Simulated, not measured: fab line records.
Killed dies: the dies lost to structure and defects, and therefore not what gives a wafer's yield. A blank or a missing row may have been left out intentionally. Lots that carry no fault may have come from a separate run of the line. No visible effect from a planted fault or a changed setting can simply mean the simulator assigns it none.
Which of the tools did it?	flow gf180mcu	Sampling: 12 lots, 36 wafers, 5 of 602 route steps

== WHAT THE GAUGES SHOWED, per wafer ==
GF_HV_LDD_CD_MEAS_19 targets a cd of 400 nm. Usual: cdNm at 401.9 nm, with a standard deviation of 2.6.
lot	measured	on	cdNm (nm)	flag
L764	day 12 08:34	cdSem-02	- - -	OFF
L765	day 12 21:43	cdSem-01	- - -	OFF
L766	day 13 07:55	cdSem-02	- - -	OFF
L768	day 13 17:02	cdSem-01	400.0 399.6 399.1	
L773	day 15 01:59	cdSem-01	404.7 403.6 403.3	
L772	day 15 02:05	cdSem-02	399.8 399.3 399.6	
L774	day 15 14:17	cdSem-01	397.2 396.5 394.4	
L775	day 15 21:01	cdSem-02	398.9 399.7 403.0	
L776	day 16 04:49	cdSem-02	404.0 403.2 403.3	
L778	day 17 00:53	cdSem-01	397.4 400.6 399.1	
L781	day 17 14:40	cdSem-01	406.5 407.9 405.8	
L782	day 18 01:15	cdSem-01	406.0 403.8 406.3	

GF_HV_LDD_TW_MEAS_38. Usual: HV_LDD_3_TW typically reads 1427, with standard deviation 9.7.
lot	measured	on	HV_LDD_3_TW	flag
L764	day 13 04:56	filmMetro-01	1569 1571 1575	OFF
L765	day 13 17:14	filmMetro-03	1575 1575 1575	OFF
L766	day 14 04:56	filmMetro-02	1601 1589 1587	OFF
L768	day 14 14:35	filmMetro-03	1430 1422 1424	
L773	day 15 22:49	filmMetro-01	1431 1422 1428	
L772	day 15 23:08	filmMetro-03	1431 1423 1427	
L774	day 16 13:41	filmMetro-02	1456 1449 1447	
L775	day 16 20:04	filmMetro-02	1446 1446 1443	
L776	day 17 04:08	filmMetro-01	1421 1424 1430	
L778	day 18 01:07	filmMetro-02	1432 1434 1439	
L781	day 18 14:55	filmMetro-03	1424 1420 1426	
L782	day 19 01:53	filmMetro-03	1434 1428 1425	

GF_HV_LDD_TW_MEAS_50. Usual: HV_LDD_4_TW typically reads 570, with standard deviation 4.2.
lot	measured	on	HV_LDD_4_TW	flag
L764	day 14 00:47	filmMetro-03	1088 1090 1089	OFF
L765	day 14 14:08	filmMetro-03	1092 1090 1094	OFF
L766	day 15 01:10	filmMetro-02	1105 1110 1102	OFF
L768	day 15 11:31	filmMetro-01	572 572 571	
L773	day 16 20:59	filmMetro-01	560 565 565	
L772	day 16 21:28	filmMetro-02	576 576 574	
L774	day 17 12:05	filmMetro-02	576 577 572	
L775	day 17 19:16	filmMetro-02	578 573 571	
L776	day 18 02:48	filmMetro-02	572 572 573	
L778	day 19 01:08	filmMetro-03	571 569 567	
L781	day 19 15:23	filmMetro-01	567 567 569	
L782	day 20 02:29	filmMetro-01	567 567 565	

GF_PSD_CD_MEAS_07 targets a cd of 400 nm. Usual: cdNm at 399.2 nm, with a standard deviation of 2.1.
lot	measured	on	cdNm (nm)	flag
L768	day 17 10:41	cdSem-02	401.8 402.1 403.1	
L773	day 19 00:36	cdSem-01	401.0 400.4 399.3	
L772	day 19 00:53	cdSem-01	396.9 397.7 397.6	
L774	day 19 14:37	cdSem-01	401.3 402.0 400.9	
L775	day 19 22:02	cdSem-02	395.0 398.6 395.1	
L776	day 20 08:59	cdSem-02	400.4 402.9 401.3	
L778	day 21 03:59	cdSem-02	401.0 401.8 401.5	
L781	day 21 19:16	cdSem-02	396.9 398.5 398.6	
L782	day 22 05:35	cdSem-02	397.6 398.9 399.2	

== WHAT TOOL EACH LOT RAN ON (gives the tool, then ch and the chambers of the sampled wafers, and finally the start) ==
lot	GF_HV_LDD_COAT_14
L764	lithoTrack-01, day 11 22:29
L765	lithoTrack-03, day 12 12:20
L766	lithoTrack-03, day 12 22:25
L768	lithoTrack-03 ch 0, day 13 07:29
L773	lithoTrack-03 ch 0, day 14 15:23
L772	lithoTrack-04 ch 0, day 14 15:34
L774	lithoTrack-03 ch 0, day 15 04:27
L775	lithoTrack-03 ch 0, day 15 10:30
L776	lithoTrack-01 ch 0, day 15 18:39
L778	lithoTrack-01 ch 0, day 16 13:26
L781	lithoTrack-01 ch 0, day 17 02:59
L782	lithoTrack-01 ch 0, day 17 13:33
- GF_HV_LDD_COAT_14: resist thk 1000 nm.

== AS READ BY THE TOOLS THEMSELVES (means over the sampled wafers that have a number; for cases with no such wafer, the mark the record gives instead) ==
GF_HV_LDD_COAT_14. Usual: chillPlateTempC 23.00 C, standard deviation 0.11; dispensePressureKPa 51.8 kPa, standard deviation 2.7.
lot	tool	chillPlateTempC (C)	dispensePressureKPa (kPa)	flag
L764	lithoTrack-01	-	-	OFF
L765	lithoTrack-03	-	-	OFF
L766	lithoTrack-03	-	-	OFF
L768	lithoTrack-03	22.89	54.2	
L773	lithoTrack-03	23.03	54.3	
L772	lithoTrack-04	23.05	53.2	
L774	lithoTrack-03	22.97	54.3	
L775	lithoTrack-03	23.09	54.3	
L776	lithoTrack-01	22.90	48.4	
L778	lithoTrack-01	23.06	48.4	
L781	lithoTrack-01	22.96	48.4	
L782	lithoTrack-01	23.05	48.4	

== THE ANSWER, worked out from the rows above alone ==
Rule: a lot is off if the mean of its wafers that have a number lies more than 3 standard deviations from the usual mean. Also off: a lot with no number at a reading for which 4 or more lots have one. Any other lot the step has rows for is counted as sound. First the gauges in route order, then the tools' own readings, where a lot's mean is used as printed above. At the first step where some lot is off, the reading lying furthest off is the one used; lots without a number count as furthest.
Off at GF_HV_LDD_CD_MEAS_19 (cdNm): L764, L765, L766. Without a number there: L764, L765, L766.
A tool fits if, at a process step before that reading, it ran every lot that is off, and no sound lot after the first of them. The gauges at GF_HV_LDD_CD_MEAS_19 aren't tried: what is off there is off at GF_HV_LDD_TW_MEAS_38 too, on other tools, and a gauge's error can't cause that. None of those tried fits.

== WHAT THE SIMULATOR HAD INSERTED ==
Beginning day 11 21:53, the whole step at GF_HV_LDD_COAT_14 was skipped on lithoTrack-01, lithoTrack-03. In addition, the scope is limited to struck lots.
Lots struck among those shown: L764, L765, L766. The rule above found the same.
